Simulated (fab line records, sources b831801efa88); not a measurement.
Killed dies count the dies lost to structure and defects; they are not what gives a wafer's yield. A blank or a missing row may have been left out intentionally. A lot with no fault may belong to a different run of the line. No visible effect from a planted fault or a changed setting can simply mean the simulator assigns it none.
A struck lot beside a sound one || flow sky130 || 14 out of 708 route steps
Sound: wafers L540.2, L540.4, L540.6. The struck wafers were L547.1, L547.2, L547.5. The cause is named last.
Per side, at each step with rows, come the tool, then ch with its chambers, and then its first start. Under that, the readings that differ: sound wafers || struck wafers || difference of the means || sigmas: that difference in standard deviations of wafers without a fault.
alike: same words and numbers on both sides, and readings whose means sit less than 2 such deviations apart. not compared: any withheld reading, any reading some wafer has no value for, any bound like >300 that may hide the same value, and any number with overlapping values for which the record gives no deviation.
Wherever a step has rows on one side only, a row that says differs or no value, or a row with sigmas, the two part there. When numbers do not overlap yet have no deviation, they are printed without sigmas and do not part them. Lack of a reading on every wafer of one side parts them only where that side has two or more wafers.

first, 5 steps without rows for these wafers: SKY_SONOS_TUNNEL_COAT_02 (resist thk 1140 nm); SKY_SONOS_TUNNEL_SOFTBAKE_03 (time 60 s); SKY_SONOS_TUNNEL_EXPOSE_04 (exposes mask TUNM, target cd 410 nm); SKY_SONOS_TUNNEL_PEB_05; SKY_SONOS_TUNNEL_DEVELOP_06 (develop time 60 s).
SKY_SONOS_TUNNEL_CD_MEAS_07: the cd target is 410 nm.
  sound on cd sem-01 at day 13 18:16; struck on cd sem-01 at day 15 19:29
  alike: cd nm
SKY_SONOS_TUNNEL_OVL_MEAS_08:
  sound on overlay-01 at day 13 18:22; struck on overlay-01 at day 15 19:37
{"reading": "SONOS_TUNNEL_OVL (nm)", "sound": "-1.3 -2.1 -1.2", "struck": "1.0 0.4 2.7", "difference": "+2.9", "sigmas": "+2"}
then, 3 steps without rows for these wafers: SKY_SONOS_TUNNEL_IMPLANT_09; SKY_SONOS_TUNNEL_WET_ETCH_10 (etches SiO2 in dHF, target depth 14 nm, time 280 s); SKY_SONOS_TUNNEL_STRIP_11 (strips in SPM, time 600 s).
SKY_SONOS_TUNNEL_TW_MEAS_12:
  sound on film metro-01 at day 13 18:55; struck on film metro-04 at day 15 20:04
  alike: SONOS_TUNNEL_TW
then, 1 step without rows for these wafers: SKY_SONOS_TUNNEL_CLEAN_13 (cleans in dHF, time 20 s).
SKY_SONOS_ONO_OXIDATION_00: stabilise 600 s, purge 300 s, target thk 2.6 nm.
  struck on furnace-02, day 16 01:48; sound on furnace-02 ch 0, day 13 21:44
  no value came back on the struck wafers for ox temp c (C), ox temp c max, spike tc lower C (C); on the sound wafers ox temp c (C) reads 800.1 799.9 800.0
then, 1 step without rows for these wafers: SKY_SONOS_ONO_CVD_02 (deposits Si3N4 from DCS/NH3, target thk 10.5 nm, time 180 s).

WHERE THEY PART
Last at SKY_SONOS_ONO_OXIDATION_00 as far as this record goes, first at SKY_SONOS_TUNNEL_OVL_MEAS_08.

WHY: whatever the simulator had introduced
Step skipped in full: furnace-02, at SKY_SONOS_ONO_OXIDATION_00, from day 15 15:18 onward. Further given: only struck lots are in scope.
